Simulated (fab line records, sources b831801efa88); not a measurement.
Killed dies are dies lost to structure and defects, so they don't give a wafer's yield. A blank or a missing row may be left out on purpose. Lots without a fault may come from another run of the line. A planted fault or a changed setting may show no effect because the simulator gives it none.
fab line records | flow gf180mcu
record lots=24 wafers=72 last_day=34
route steps=602 shown V2@398 M3@426 V4@492 PASSIVATION@588
lots that met no fault: from a run of the same line without faults
start_h: hours from the record's first day to the start of the lot's first wafer shown | wait_h: hours since the lot's step before | " the same as in the row above | L1.1+2: a row that stands for several wafers | - no value, or no start given | * or withheld: withheld | < > ~ a bound
route shown NAME@n: a module of which the file shows steps, and the number in the route of the first | usual: mean/standard deviation of fault-free wafers | same: alike in all rows | chamber/n: place in a boat | sites: the reading at each site | _std_site: their standard deviation | _edge_site: outer sites' mean less inner sites' | radius_mm: how far each site lies from the wafer's centre | mask NAME#n: copy n | behind: the tool/chamber that last shaped the wafer | hold: why the lot was held/for how many hours/how that ended | device: the transistor (n, p or np) that didn't switch | end of line: the same wafers' tests at the end of the route | a step without rows: its recipe alone | killed: dies lost to structure and defects at the first sort, not the wafer's yield | map: a wafer's dies, x killed, . not, _ none there
set.NAME: the setting as run; set.NAME@STEP: as run at that earlier step | model.NAME: the simulator's own value behind a step, which no gauge read
steps of the route over a sample of lots; a table a step, a row a wafer
services: from which hour (start_h, from the record's first day; less than 0 if before it) a tool's chamber was out of use, for how many hours, and why
## steps
# step GF_V2_ETCH_16
# recipe chemistry=N2/H2 target_depth_a=withheld overetch_a=withheld time_s=withheld target=BARC ion_energy_ev=200 source_w=500 bias_w=100 pressure_mtorr=30 n2_flow_sccm=100 h2_flow_sccm=200
# usual drypump_motor_current_A=5.9/0.52 h2_flow_sccm=200.0/0.7 oes_product_au=0.855/0.0046 rf_fwd_power_W=494.3/2.5 throttle_valve_pct=13.225/0.0094
# columns lot.wafer tool chamber start_h wait_h drypump_motor_current_A h2_flow_sccm oes_product_au rf_fwd_power_W throttle_valve_pct
L074.1 rie_diel-01 1 470.95 0.0 5.4 198.6 0.848 489.9 13.214
L074.4 " 3 " " 5.1 200.3 0.855 496.2 13.214
L074.5 " 1 " " 5.4 199.2 0.856 489.8 13.225
L076.3 rie_diel-01 2 478.10 0.0 5.1 198.9 0.853 494.1 13.237
L076.4 " 0 " " 6.1 201.2 0.849 493.5 13.213
L076.6 " 2 " " 5.1 199.1 0.866 495.1 13.225
L075.1 rie_diel-03 0 479.25 0.0 5.8 199.2 0.860 493.8 13.218
L075.5 " 0 " " 5.8 199.2 0.858 495.4 13.215
L075.6 " 2 " " 5.6 200.4 0.860 495.7 13.214
L077.1 rie_diel-03 0 499.75 0.0 5.8 200.1 0.855 494.0 13.225
L077.5 " 0 " " 5.8 199.5 0.856 496.0 13.239
L077.6 " 3 " " 6.7 200.5 0.860 500.4 13.231
L078.2 rie_diel-03 2 510.95 0.0 5.6 199.8 0.859 494.9 13.232
L078.4 " 0 " " 5.7 199.8 0.854 495.3 13.233
L078.5 " 3 " " 6.7 200.2 0.854 496.9 13.237
L079.1 rie_diel-02 1 519.42 0.0 6.6 199.5 0.851 489.9 13.225
L079.4 " 3 " " 5.9 200.9 0.857 494.2 13.222
L079.6 " 3 " " 5.9 200.7 0.849 496.9 13.215
L081.1 rie_diel-03 1 525.98 0.0 5.5 199.7 0.864 490.9 13.226
L081.2 " 2 " " 5.6 198.6 0.852 496.4 13.223
L081.6 " 3 " " 6.7 199.2 0.858 494.9 13.218
L080.3 rie_diel-02 3 532.23 0.0 5.9 199.9 0.848 495.4 13.220
L080.4 " 0 " " 6.4 198.8 0.853 492.9 13.222
L080.5 " 3 " " 5.9 200.6 0.854 492.1 13.229
L082.2 rie_diel-03 2 541.80 0.0 5.6 199.0 0.852 498.1 13.221
L082.4 " 1 " " 5.5 199.1 0.854 494.3 13.216
L082.5 " 1 " " 5.5 199.7 0.854 495.2 13.240
L083.2 rie_diel-02 2 549.90 0.0 5.3 201.2 0.846 494.6 13.239
L083.3 " 1 " " 6.6 200.7 0.853 490.7 13.222
L083.4 " 3 " " 5.9 201.2 0.850 493.3 13.212
L084.1 rie_diel-01 0 558.58 0.0 6.1 200.1 0.847 494.9 13.253
L084.3 " 1 " " 5.4 199.2 0.858 491.8 13.241
L084.6 " 0 " " 6.1 200.4 0.856 493.9 13.225
L085.2 rie_diel-03 3 567.08 0.0 6.7 199.7 0.853 495.7 13.222
L085.4 " 0 " " 5.8 199.5 0.850 492.8 13.198
L085.6 " 0 " " 5.8 199.5 0.855 494.5 13.225
L086.3 rie_diel-01 2 570.60 0.0 5.1 199.9 0.851 490.6 13.222
L086.5 " 0 " " 6.1 200.5 0.859 495.1 13.220
L086.6 " 1 " " 5.4 200.3 0.852 491.1 13.233
L087.1 rie_diel-03 0 577.90 0.0 5.8 201.1 0.860 491.3 13.235
L087.2 " 3 " " 6.7 199.7 0.853 497.5 13.210
L087.3 " 1 " " 5.5 199.6 0.854 490.5 13.249
L088.3 rie_diel-02 0 580.95 0.0 6.4 199.8 0.866 500.1 13.221
L088.4 " 3 " " 5.9 200.8 0.857 494.4 13.220
L088.6 " 1 " " 6.6 199.0 0.863 489.4 13.226
L089.1 rie_diel-02 1 591.85 0.0 6.6 199.3 0.857 493.0 13.233
L089.3 " 3 " " 5.9 201.5 0.861 496.3 13.222
L089.5 " 0 " " 6.4 200.5 0.861 496.4 13.224
L090.1 rie_diel-02 0 599.75 0.0 6.4 199.9 0.858 498.6 13.232
L090.3 " 3 " " 5.9 200.0 0.859 492.9 13.229
L090.6 " 0 " " 6.4 199.1 0.860 496.2 13.230
L091.3 rie_diel-03 2 610.77 0.0 5.6 199.8 0.864 496.9 13.224
L091.4 " 0 " " 5.8 200.2 0.850 494.7 13.238
L091.5 " 2 " " 5.6 198.9 0.859 498.9 13.227
L092.3 rie_diel-02 0 613.65 0.0 6.4 200.5 0.864 495.8 13.223
L092.4 " 1 " " 6.6 200.6 0.855 493.0 13.230
L092.6 " 3 " " 5.9 201.3 0.856 496.2 13.238
L093.2 rie_diel-02 3 617.05 0.0 5.9 199.5 0.854 494.2 13.221
L093.4 " 1 " " 6.7 201.1 0.857 488.5 13.225
L093.5 " 0 " " 6.4 200.1 0.849 495.5 13.223
L094.1 rie_diel-03 1 629.30 0.0 5.5 200.9 0.848 492.9 13.235
L094.3 " 0 " " 5.8 200.4 0.856 493.0 13.222
L094.5 " 3 " " 6.7 200.1 0.854 498.3 13.234
L095.2 rie_diel-02 0 629.58 0.0 6.4 199.8 0.852 495.8 13.224
L095.3 " 3 " " 5.9 198.9 0.860 494.3 13.230
L095.6 " 0 " " 6.4 200.4 0.855 494.6 13.226
L096.3 rie_diel-02 1 639.80 0.0 6.6 199.7 0.856 494.3 13.224
L096.4 " 2 " " 5.2 200.8 0.854 496.0 13.207
L096.6 " 2 " " 5.3 200.1 0.849 495.4 13.223
L097.1 rie_diel-03 3 647.00 0.0 6.7 200.5 0.847 499.6 13.248
L097.2 " 0 " " 5.8 200.1 0.856 493.5 13.229
L097.4 " 1 " " 5.5 200.3 0.852 493.4 13.217
# step GF_V2_ETCH_17
# recipe chemistry=C4F8/O2/Ar mask_material=KrF target=SiO2 stop_on=TiN source_w=1500 bias_w=1200 pressure_mtorr=40 c4f8_flow_sccm=withheld O2_flow_sccm=6 Ar_flow_sccm=300 time_s=withheld target_depth_a=6300
# usual oes_product_au=0.855/0.0047 rf_fwd_power_W=1493/5.3
# columns lot.wafer tool chamber start_h wait_h oes_product_au rf_fwd_power_W
L074.1 rie_diel-01 1 - - 0.859 1488
L074.4 " 3 " " 0.859 1495
L074.5 " 1 " " 0.856 1494
L076.3 rie_diel-01 2 - - 0.853 1490
L076.4 " 0 " " 0.862 1489
L076.6 " 2 " " 0.853 1493
L075.1 rie_diel-03 0 - - 0.850 1492
L075.5 " 0 " " 0.855 1493
L075.6 " 2 " " 0.852 1495
L077.1 rie_diel-03 0 - - 0.851 1489
L077.5 " 0 " " 0.856 1488
L077.6 " 3 " " 0.858 1502
L078.2 rie_diel-03 2 - - 0.860 1494
L078.4 " 0 " " 0.859 1490
L078.5 " 3 " " 0.857 1498
L079.1 rie_diel-02 1 - - 0.849 1487
L079.4 " 3 " " 0.855 1489
L079.6 " 3 " " 0.857 1498
L081.1 rie_diel-03 1 - - 0.855 1495
L081.2 " 2 " " 0.854 1494
L081.6 " 3 " " 0.861 1499
L080.3 rie_diel-02 3 - - 0.852 1495
L080.4 " 0 " " 0.849 1501
L080.5 " 3 " " 0.859 1491
L082.2 rie_diel-03 2 - - 0.848 1493
L082.4 " 1 " " 0.853 1490
L082.5 " 1 " " 0.859 1485
L083.2 rie_diel-02 2 - - 0.857 1486
L083.3 " 1 " " 0.855 1489
L083.4 " 3 " " 0.849 1504
L084.1 rie_diel-01 0 - - 0.848 1489
L084.3 " 1 " " 0.858 1492
L084.6 " 0 " " 0.854 1489
L085.2 rie_diel-03 3 - - 0.861 1500
L085.4 " 0 " " 0.851 1496
L085.6 " 0 " " 0.848 1493
L086.3 rie_diel-01 2 - - 0.853 1487
L086.5 " 0 " " 0.850 1487
L086.6 " 1 " " 0.850 1489
L087.1 rie_diel-03 0 - - 0.861 1498
L087.2 " 3 " " 0.862 1496
L087.3 " 1 " " 0.853 1488
L088.3 rie_diel-02 0 - - 0.864 1495
L088.4 " 3 " " 0.870 1487
L088.6 " 1 " " 0.861 1487
L089.1 rie_diel-02 1 - - 0.861 1487
L089.3 " 3 " " 0.862 1501
L089.5 " 0 " " 0.858 1497
L090.1 rie_diel-02 0 - - 0.859 1499
L090.3 " 3 " " 0.858 1495
L090.6 " 0 " " 0.852 1493
L091.3 rie_diel-03 2 - - 0.857 1492
L091.4 " 0 " " 0.857 1493
L091.5 " 2 " " 0.859 1494
L092.3 rie_diel-02 0 - - 0.857 1493
L092.4 " 1 " " 0.865 1484
L092.6 " 3 " " 0.857 1495
L093.2 rie_diel-02 3 - - 0.858 1487
L093.4 " 1 " " 0.856 1483
L093.5 " 0 " " 0.859 1496
L094.1 rie_diel-03 1 - - 0.856 1484
L094.3 " 0 " " 0.850 1481
L094.5 " 3 " " 0.865 1499
L095.2 rie_diel-02 0 - - 0.850 1499
L095.3 " 3 " " 0.853 1493
L095.6 " 0 " " 0.861 1489
L096.3 rie_diel-02 1 - - 0.861 1490
L096.4 " 2 " " 0.852 1498
L096.6 " 2 " " 0.855 1496
L097.1 rie_diel-03 3 - - 0.859 1491
L097.2 " 0 " " 0.858 1491
L097.4 " 1 " " 0.866 1489
# step GF_M3_STRIP_17
# recipe chemistry=O2/N2 power_w=1400 pressure_mtorr=1500 platen_temp_c=250 o2_flow_sccm=3000 n2_flow_sccm=300 overash_fraction=0.5
# usual drypump_motor_current_A=5.6/0.45 heater_power_w=324/14 oes_product_au=0.558/0.005 strip_time_to_endpoint_s=7.88/0.045
# same overash_fraction=0.5
# columns lot.wafer tool chamber start_h wait_h drypump_motor_current_A heater_power_w oes_product_au rf_hours_counter_h strip_time_to_endpoint_s
L074.1 plasma_asher-02 1 497.01 0.1 5.9 306 0.561 40 7.92
L074.4 " 1 " " 5.9 309 0.556 - 7.95
L074.5 " 0 " " 5.2 321 0.562 - 7.91
L076.3 plasma_asher-03 0 503.88 0.1 6.0 346 0.556 - 7.81
L076.4 " 1 " " 5.5 322 0.561 - 7.93
L076.6 " 1 " " 5.5 321 0.563 - 7.82
L075.1 plasma_asher-04 0 504.79 0.1 6.1 331 0.562 72 7.85
L075.5 " 0 " " 6.2 336 0.562 - 7.85
L075.6 " 1 " " 4.8 311 0.559 - 7.86
L077.1 plasma_asher-02 0 525.06 0.1 5.2 322 0.564 43 7.97
L077.5 " 1 " " 6.0 312 0.565 - 7.98
L077.6 " 0 " " 5.2 326 0.556 - 7.87
L078.2 plasma_asher-03 0 535.95 0.1 6.0 346 0.552 93 7.87
L078.4 " 0 " " 6.0 346 0.555 - 7.84
L078.5 " 1 " " 5.5 324 0.555 - 7.83
L079.1 plasma_asher-04 1 543.70 0.1 4.8 320 0.556 76 7.95
L079.4 " 1 " " 4.8 311 0.555 - 7.95
L079.6 " 0 " " 6.1 337 0.559 - 7.96
L081.1 plasma_asher-04 0 550.06 0.1 6.1 336 0.554 76 7.85
L081.2 " 1 " " 4.8 320 0.560 76 7.95
L081.6 " 1 " " 4.8 309 0.560 - 7.92
L080.3 plasma_asher-02 1 556.62 0.1 5.9 306 0.563 - 7.88
L080.4 " 0 " " 5.2 324 0.554 - 7.90
L080.5 " 0 " " 5.2 316 0.558 - 7.86
L082.2 plasma_asher-02 0 565.84 0.1 5.2 326 0.564 48 7.89
L082.4 " 0 " " 5.2 334 0.551 - 7.89
L082.5 " 1 " " 6.0 305 0.558 - 7.93
L083.2 plasma_asher-04 1 573.74 0.1 4.8 314 0.554 79 7.81
L083.3 " 1 " " 4.8 320 0.559 - 7.93
L083.4 " 0 " " 6.1 337 0.550 - 7.82
L084.1 plasma_asher-03 1 582.06 0.1 5.5 315 0.563 99 7.94
L084.3 " 0 " " 6.0 343 0.564 - 7.97
L084.6 " 0 " " 6.0 346 0.560 - 7.89
L085.2 plasma_asher-02 1 591.35 0.1 5.9 306 0.551 51 7.90
L085.4 " 0 " " 5.2 335 0.554 - 7.86
L085.6 " 0 " " 5.2 326 0.559 - 7.87
L086.3 plasma_asher-02 1 594.14 0.1 5.9 304 0.566 - 7.86
L086.5 " 1 " " 5.9 300 0.556 - 7.90
L086.6 " 0 " " 5.2 319 0.565 - 7.85
L087.1 plasma_asher-03 0 601.64 0.1 6.0 342 0.566 101 7.87
L087.2 " 1 " " 5.5 319 0.554 101 7.84
L087.3 " 0 " " 6.0 337 0.548 - 7.80
L088.3 plasma_asher-03 1 604.77 0.1 5.5 317 0.550 - 7.81
L088.4 " 0 " " 6.0 352 0.552 - 7.88
L088.6 " 0 " " 5.9 345 0.553 - 7.87
L089.1 plasma_asher-03 1 614.49 0.1 5.5 321 0.558 103 7.81
L089.3 " 0 " " 5.9 343 0.557 - 7.84
L089.5 " 0 " " 5.9 360 0.563 - 7.87
L090.1 plasma_asher-02 0 621.99 0.1 5.2 326 0.560 55 7.84
L090.3 " 1 " " 5.9 305 0.549 - 7.82
L090.6 " 0 " " 5.2 334 0.557 - 7.86
L091.3 plasma_asher-03 0 633.47 0.1 6.0 340 0.557 - 7.85
L091.4 " 1 " " 5.5 326 0.559 - 7.92
L091.5 " 1 " " 5.5 321 0.564 - 7.85
L092.3 plasma_asher-04 1 635.93 0.1 4.8 322 0.556 - 7.89
L092.4 " 0 " " 6.2 340 0.551 - 7.84
L092.6 " 1 " " 4.8 316 0.561 - 7.86
L093.2 plasma_asher-04 1 639.29 0.1 4.8 318 0.555 86 7.94
L093.4 " 1 " " 4.8 309 0.563 - 7.79
L093.5 " 1 " " 4.8 314 0.556 - 7.82
L094.1 plasma_asher-02 0 650.51 0.1 5.2 329 0.554 58 7.88
L094.3 " 1 " " 5.9 310 0.562 - 7.90
L094.5 " 1 " " 5.9 302 0.548 - 7.83
L095.2 plasma_asher-02 0 651.70 0.1 5.2 325 0.556 58 7.90
L095.3 " 1 " " 5.9 313 0.558 - 7.94
L095.6 " 0 " " 5.2 325 0.554 - 7.93
L096.3 plasma_asher-02 1 661.35 0.1 5.9 310 0.551 - 7.83
L096.4 " 0 " " 5.2 327 0.548 - 7.76
L096.6 " 1 " " 5.9 312 0.552 - 7.85
L097.1 plasma_asher-03 0 667.34 0.1 6.0 349 0.563 108 7.96
L097.2 " 1 " " 5.5 322 0.562 108 7.89
L097.4 " 0 " " 6.0 340 0.558 - 7.90
# step GF_V4_ETCH_16
# recipe chemistry=N2/H2 target_depth_a=withheld overetch_a=withheld time_s=withheld target=BARC ion_energy_ev=200 source_w=500 bias_w=100 pressure_mtorr=30 n2_flow_sccm=100 h2_flow_sccm=200
# usual drypump_motor_current_A=5.8/0.48 h2_flow_sccm=199.9/0.65 oes_product_au=0.854/0.0043 rf_fwd_power_W=494.6/2.4 throttle_valve_pct=13.226/0.0085
# columns lot.wafer tool chamber start_h wait_h drypump_motor_current_A h2_flow_sccm oes_product_au rf_fwd_power_W throttle_valve_pct
L074.1 rie_diel-04 1 570.70 0.0 5.2 200.1 0.858 497.7 13.221
L074.4 " 0 " " 5.5 198.7 0.855 495.2 13.231
L074.5 " 0 " " 5.5 199.3 0.857 493.9 13.233
L076.3 rie_diel-04 0 575.55 0.0 5.5 200.5 0.848 495.6 13.233
L076.4 " 3 " " 5.8 198.9 0.858 494.8 13.219
L076.6 " 1 " " 5.1 200.2 0.859 496.8 13.248
L075.1 rie_diel-02 0 576.95 0.0 6.4 200.6 0.855 497.6 13.233
L075.5 " 0 " " 6.4 199.4 0.854 496.4 13.223
L075.6 " 3 " " 5.9 199.8 0.853 498.1 13.218
L077.1 rie_diel-04 2 596.08 0.0 6.0 200.9 0.861 493.7 13.219
L077.5 " 0 " " 5.5 199.2 0.852 493.7 13.220
L077.6 " 3 " " 5.8 200.4 0.855 493.2 13.214
L078.2 rie_diel-03 3 605.10 0.0 6.7 200.2 0.854 495.9 13.214
L078.4 " 2 " " 5.6 200.7 0.853 493.3 13.225
L078.5 " 0 " " 5.8 199.0 0.853 495.4 13.229
L079.1 rie_diel-03 2 612.28 0.0 5.6 201.3 0.855 497.4 13.233
L079.4 " 3 " " 6.7 199.9 0.854 493.4 13.228
L079.6 " 0 " " 5.8 200.1 0.849 495.6 13.212
L081.1 rie_diel-04 3 620.00 0.0 5.8 200.6 0.848 493.6 13.202
L081.2 " 1 " " 5.1 199.6 0.855 500.6 13.233
L081.6 " 0 " " 5.4 200.9 0.848 495.6 13.218
L080.3 rie_diel-02 0 624.43 0.0 6.4 200.4 0.848 495.9 13.222
L080.4 " 2 " " 5.3 199.8 0.855 495.6 13.220
L080.5 " 1 " " 6.6 200.7 0.856 493.1 13.236
L082.2 rie_diel-04 0 633.55 0.0 5.5 199.6 0.849 496.1 13.238
L082.4 " 3 " " 5.8 199.9 0.858 493.6 13.226
L082.5 " 2 " " 6.0 199.6 0.856 494.4 13.231
L083.2 rie_diel-03 0 640.45 0.0 5.8 200.1 0.861 492.8 13.236
L083.3 " 2 " " 5.6 200.2 0.851 494.5 13.225
L083.4 " 3 " " 6.7 200.7 0.853 498.0 13.237
L084.1 rie_diel-02 3 647.35 0.0 5.9 199.7 0.854 497.2 13.241
L084.3 " 2 " " 5.3 199.0 0.854 493.6 13.219
L084.6 " 2 " " 5.3 199.9 0.854 493.6 13.232
L085.2 rie_diel-02 3 656.95 0.0 5.9 200.3 0.853 498.4 13.225
L085.4 " 2 " " 5.2 200.6 0.849 494.4 13.220
L085.6 " 1 " " 6.6 199.8 0.854 492.2 13.233
L086.3 rie_diel-04 2 659.15 0.0 6.0 200.1 0.852 495.0 13.224
L086.5 " 1 " " 5.2 201.0 0.850 496.2 13.231
L086.6 " 3 " " 5.8 200.5 0.855 495.1 13.226
L087.1 rie_diel-04 1 666.45 0.0 5.2 200.0 0.859 493.6 13.233
L087.2 " 2 " " 6.0 199.7 0.851 492.5 13.221
L087.3 " 3 " " 5.8 198.9 0.851 494.6 13.224
L088.3 rie_diel-03 3 669.06 0.0 6.7 200.6 0.856 496.1 13.233
L088.4 " 1 " " 5.5 199.4 0.856 488.7 13.221
L088.6 " 2 " " 5.6 199.5 0.855 496.2 13.213
L089.1 rie_diel-03 2 678.45 0.0 5.6 200.3 0.853 495.0 13.216
L089.3 " 3 " " 6.7 199.0 0.845 496.7 13.231
L089.5 " 2 " " 5.6 198.6 0.860 498.4 13.215
L090.1 rie_diel-02 2 685.20 0.0 5.3 199.0 0.847 492.8 13.222
L090.3 " 0 " " 6.4 199.8 0.855 496.4 13.216
L090.6 " 2 " " 5.3 198.8 0.849 495.9 13.230
L091.3 rie_diel-03 2 696.03 0.0 5.6 200.8 0.858 496.2 13.224
L091.4 " 0 " " 5.8 200.0 0.856 493.5 13.232
L091.5 " 2 " " 5.6 199.4 0.850 499.0 13.232
L092.3 rie_diel-03 1 699.28 0.0 5.5 199.1 0.864 490.1 13.233
L092.4 " 3 " " 6.7 200.5 0.864 494.7 13.216
L092.6 " 2 " " 5.6 200.3 0.853 496.1 13.226
L093.2 rie_diel-04 1 701.20 0.0 5.2 198.8 0.850 497.5 13.221
L093.4 " 3 " " 5.8 201.2 0.851 494.1 13.231
L093.5 " 0 " " 5.5 200.0 0.847 494.3 13.225
L094.1 rie_diel-04 1 710.98 0.0 5.2 200.1 0.849 496.0 13.232
L094.3 " 0 " " 5.5 199.9 0.857 496.1 13.227
L094.5 " 1 " " 5.2 200.0 0.850 497.2 13.227
L095.2 rie_diel-04 3 713.15 0.0 5.8 199.7 0.862 491.9 13.218
L095.3 " 2 " " 6.1 199.0 0.853 495.0 13.216
L095.6 " 1 " " 5.2 199.3 0.861 496.3 13.215
L096.3 rie_diel-04 2 722.70 0.0 6.0 198.5 0.850 495.7 13.233
L096.4 " 3 " " 5.8 199.4 0.856 492.1 13.240
L096.6 " 3 " " 5.8 198.7 0.851 491.4 13.235
L097.1 rie_diel-03 0 728.25 0.0 5.7 200.3 0.852 493.2 13.227
L097.2 " 1 " " 5.5 199.2 0.859 491.0 13.221
L097.4 " 0 " " 5.7 199.8 0.857 494.1 13.235
# step GF_PASSIVATION_THK_MEAS_01
# recipe reads=SiO2_of_PASSIVATION_CVD_00
# usual PASSIVATION_CVD_00_THK=998/12
# columns lot.wafer tool chamber start_h wait_h PASSIVATION_CVD_00_THK[nm]
L074.1 film_metro-02 - 658.69 0.0 987
L074.4 " - " " 998
L074.5 " - " " 995
L076.3 film_metro-02 - 664.21 0.1 980
L076.4 " - " " 1003
L076.6 " - " " 1010
L075.1 film_metro-02 - 664.47 0.0 992
L075.5 " - " " 1011
L075.6 " - " " 1010
L077.1 film_metro-01 - 682.94 0.0 984
L077.5 " - " " 984
L077.6 " - " " 984
L078.2 film_metro-02 - 690.05 0.0 998
L078.4 " - " " 1006
L078.5 " - " " 1005
L079.1 film_metro-04 - 696.89 0.0 987
L079.4 " - " " 999
L079.6 " - " " 1007
L081.1 film_metro-01 - 704.28 0.0 1003
L081.2 " - " " 999
L081.6 " - " " 1008
L080.3 film_metro-01 - 709.06 0.1 982
L080.4 " - " " 1009
L080.5 " - " " 997
L082.2 film_metro-04 - 716.34 0.0 996
L082.4 " - " " 994
L082.5 " - " " 1014
L083.2 film_metro-01 - 722.84 0.0 999
L083.3 " - " " 988
L083.4 " - " " 1014
L084.1 film_metro-01 - 726.64 0.0 980
L084.3 " - " " 972
L084.6 " - " " 1012
L085.2 film_metro-02 - 736.59 0.0 979
L085.4 " - " " 1003
L085.6 " - " " 1009
L086.3 film_metro-04 - 738.89 0.1 986
L086.5 " - " " 1003
L086.6 " - " " 989
L087.1 film_metro-02 - 746.34 0.0 986
L087.2 " - " " 986
L087.3 " - " " 997
L088.3 film_metro-02 - 748.99 0.1 993
L088.4 " - " " 1006
L088.6 " - " " 994
L089.1 film_metro-01 - 756.52 0.0 982
L089.3 " - " " 985
L089.5 " - " " 1001
L090.1 film_metro-04 - 762.26 0.0 1003
L090.3 " - " " 1005
L090.6 " - " " 1012
L091.3 film_metro-04 - 771.34 0.1 1010
L091.4 " - " " 1024
L091.5 " - " " 1023
L092.3 film_metro-04 - 774.74 0.1 984
L092.4 " - " " 984
L092.6 " - " " 1002
L093.2 film_metro-01 - 775.43 0.0 992
L093.4 " - " " 1024
L093.5 " - " " 1006
L094.1 film_metro-02 - 785.37 0.0 988
L094.3 " - " " 992
L094.5 " - " " 995
L095.2 film_metro-02 - 785.74 0.0 1010
L095.3 " - " " 998
L095.6 " - " " 1024
L096.3 film_metro-01 - 794.84 0.1 993
L096.4 " - " " 1016
L096.6 " - " " 1006
L097.1 film_metro-02 - 798.91 0.0 984
L097.2 " - " " 986
L097.4 " - " " 997
# step GF_PASSIVATION_ETCH_11
# recipe chemistry=CF4/O2 target_depth_nm=1800 stop_on=TiN source_w=800 bias_w=150 pressure_mtorr=150 cf4_flow_sccm=80 O2_flow_sccm=10 time_s=400
# usual drypump_motor_current_A=5.6/0.47 oes_product_au=0.963/0.0078 rf_fwd_power_W=798.3/2.6 throttle_valve_pct=5.959/0.0095
# columns lot.wafer tool chamber start_h wait_h drypump_motor_current_A oes_product_au rf_fwd_power_W rf_hours_counter_h throttle_valve_pct
L074.1 rie_diel-01 3 678.54 - 5.1 0.957 797.2 3 5.944
L074.4 " 0 " " 6.1 0.956 799.9 39 5.967
L074.5 " 0 " " 6.1 0.970 802.4 - 5.963
L076.3 rie_diel-04 0 683.73 - 5.5 0.950 799.4 14 5.962
L076.4 " 2 " " 6.0 0.966 800.8 9 5.962
L076.6 " 3 " " 5.8 0.966 795.8 - 5.953
L075.1 rie_diel-02 2 684.22 - 5.2 0.957 793.6 5 5.970
L075.5 " 2 " " 5.3 0.968 797.7 - 5.966
L075.6 " 3 " " 5.9 0.979 801.2 - 5.954
L077.1 rie_diel-04 2 702.12 - 6.1 0.947 802.9 10 5.944
L077.5 " 1 " " 5.2 0.957 796.6 - 5.955
L077.6 " 2 " " 6.0 0.962 799.6 - 5.951
L078.2 rie_diel-04 0 709.14 - 5.5 0.965 798.0 14 5.941
L078.4 " 2 " " 6.0 0.967 794.2 10 5.956
L078.5 " 3 " " 5.7 0.972 800.7 - 5.955
L079.1 rie_diel-01 3 715.64 - 5.1 0.957 796.1 4 5.952
L079.4 " 2 " " 5.1 0.958 794.0 10 5.974
L079.6 " 3 " " 5.1 0.964 799.2 - 5.947
L081.1 rie_diel-02 0 722.34 - 6.4 0.965 798.8 29 5.958
L081.2 " 1 " " 6.6 0.958 800.1 45 5.977
L081.6 " 2 " " 5.3 0.972 797.8 - 5.958
L080.3 rie_diel-01 2 727.37 - 5.1 0.955 800.1 11 5.962
L080.4 " 0 " " 6.1 0.963 797.7 42 5.965
L080.5 " 2 " " 5.1 0.959 796.0 - 5.982
L082.2 rie_diel-02 2 735.03 - 5.2 0.956 803.7 7 5.955
L082.4 " 1 " " 6.6 0.960 796.1 46 5.952
L082.5 " 0 " " 6.4 0.971 794.9 - 5.971
L083.2 rie_diel-01 1 740.64 - 5.4 0.962 797.4 18 5.941
L083.3 " 0 " " 6.1 0.957 795.7 42 5.983
L083.4 " 3 " " 5.1 0.973 795.3 5 5.964
L084.1 rie_diel-04 1 744.42 - 5.2 0.956 799.3 27 5.965
L084.3 " 3 " " 5.8 0.943 801.9 15 5.954
L084.6 " 3 " " 5.8 0.965 802.1 - 5.958
L085.2 rie_diel-01 0 753.62 - 6.1 0.963 796.8 42 5.939
L085.4 " 3 " " 5.1 0.974 793.6 6 5.965
L085.6 " 0 " " 6.1 0.964 798.4 - 5.965
L086.3 rie_diel-04 3 756.27 - 5.7 0.957 801.1 16 5.964
L086.5 " 3 " " 5.8 0.975 802.3 - 5.970
L086.6 " 0 " " 5.5 0.971 794.9 - 5.949
L087.1 rie_diel-01 0 763.14 - 6.1 0.952 795.5 43 5.964
L087.2 " 1 " " 5.4 0.956 798.5 19 5.953
L087.3 " 2 " " 5.1 0.964 800.2 12 5.951
L088.3 rie_diel-04 0 765.78 - 5.5 0.950 797.9 17 5.960
L088.4 " 1 " " 5.2 0.960 795.2 28 5.957
L088.6 " 1 " " 5.2 0.963 798.2 - 5.949
L089.1 rie_diel-02 3 772.92 - 5.9 0.966 796.2 12 5.967
L089.3 " 0 " " 6.4 0.954 799.8 31 5.963
L089.5 " 3 " " 5.9 0.968 797.3 - 5.954
L090.1 rie_diel-01 2 778.74 - 5.1 0.961 800.5 13 5.948
L090.3 " 1 " " 5.4 0.961 794.1 20 5.947
L090.6 " 3 " " 5.1 0.973 802.0 - 5.953
L091.3 rie_diel-04 1 787.04 - 5.2 0.972 797.5 29 5.957
L091.4 " 2 " " 6.0 0.979 798.0 14 5.977
L091.5 " 0 " " 5.5 0.983 802.7 - 5.959
L092.3 rie_diel-04 3 790.37 - 5.8 0.957 795.0 18 5.970
L092.4 " 0 " " 5.5 0.955 802.5 18 5.950
L092.6 " 3 " " 5.8 0.967 796.1 - 5.957
L093.2 rie_diel-01 1 791.07 - 5.4 0.962 795.8 21 5.949
L093.4 " 3 " " 5.1 0.979 797.5 8 5.953
L093.5 " 2 " " 5.1 0.966 793.5 - 5.958
L094.1 rie_diel-01 3 800.84 - 5.1 0.960 800.4 8 5.957
L094.3 " 2 " " 5.1 0.945 801.2 14 5.963
L094.5 " 3 " " 5.1 0.964 799.5 - 5.976
L095.2 rie_diel-04 0 801.27 - 5.5 0.967 797.7 19 5.958
L095.3 " 3 " " 5.8 0.953 797.0 18 5.973
L095.6 " 0 " " 5.5 0.974 797.7 - 5.965
L096.3 rie_diel-02 1 809.79 - 6.6 0.962 796.4 0 5.950
L096.4 " 2 " " 5.3 0.975 800.8 11 5.977
L096.6 " 1 " " 6.6 0.966 799.6 - 5.952
L097.1 rie_diel-04 0 813.74 - 5.5 0.955 800.4 19 5.965
L097.2 " 2 " " 6.1 0.965 797.2 15 5.949
L097.4 " 1 " " 5.2 0.971 801.5 30 5.967
## services
# columns tool chamber start_h hours kind
rie_diel-03 3 473.64 15.3 repair
rie_diel-01 0 479.66 5.9 repair
rie_diel-04 0 491.11 6.0 repair
rie_diel-02 1 492.40 9.4 repair
rie_diel-01 2 498.16 5.9 repair
rie_diel-03 0 511.85 15.8 repair
rie_diel-04 - 518.52 14.6 pm
rie_diel-01 - 531.23 0.5 repair
rie_diel-04 0 562.83 1.3 repair
rie_diel-02 - 569.52 0.5 repair
rie_diel-02 2 574.51 32.2 repair
rie_diel-02 2 624.74 7.6 repair
rie_diel-03 2 651.89 9.1 repair
rie_diel-04 0 657.92 14.0 repair
rie_diel-03 3 658.41 7.0 repair
rie_diel-04 - 659.32 5.8 repair
rie_diel-03 2 673.79 3.0 repair
rie_diel-03 2 721.84 14.6 repair
rie_diel-04 0 727.18 9.5 repair
rie_diel-04 1 732.73 3.1 repair
rie_diel-03 1 748.27 2.9 repair
rie_diel-02 1 753.91 2.5 repair
rie_diel-02 1 761.15 7.0 repair
rie_diel-02 2 811.08 3.2 repair
## key
fault none
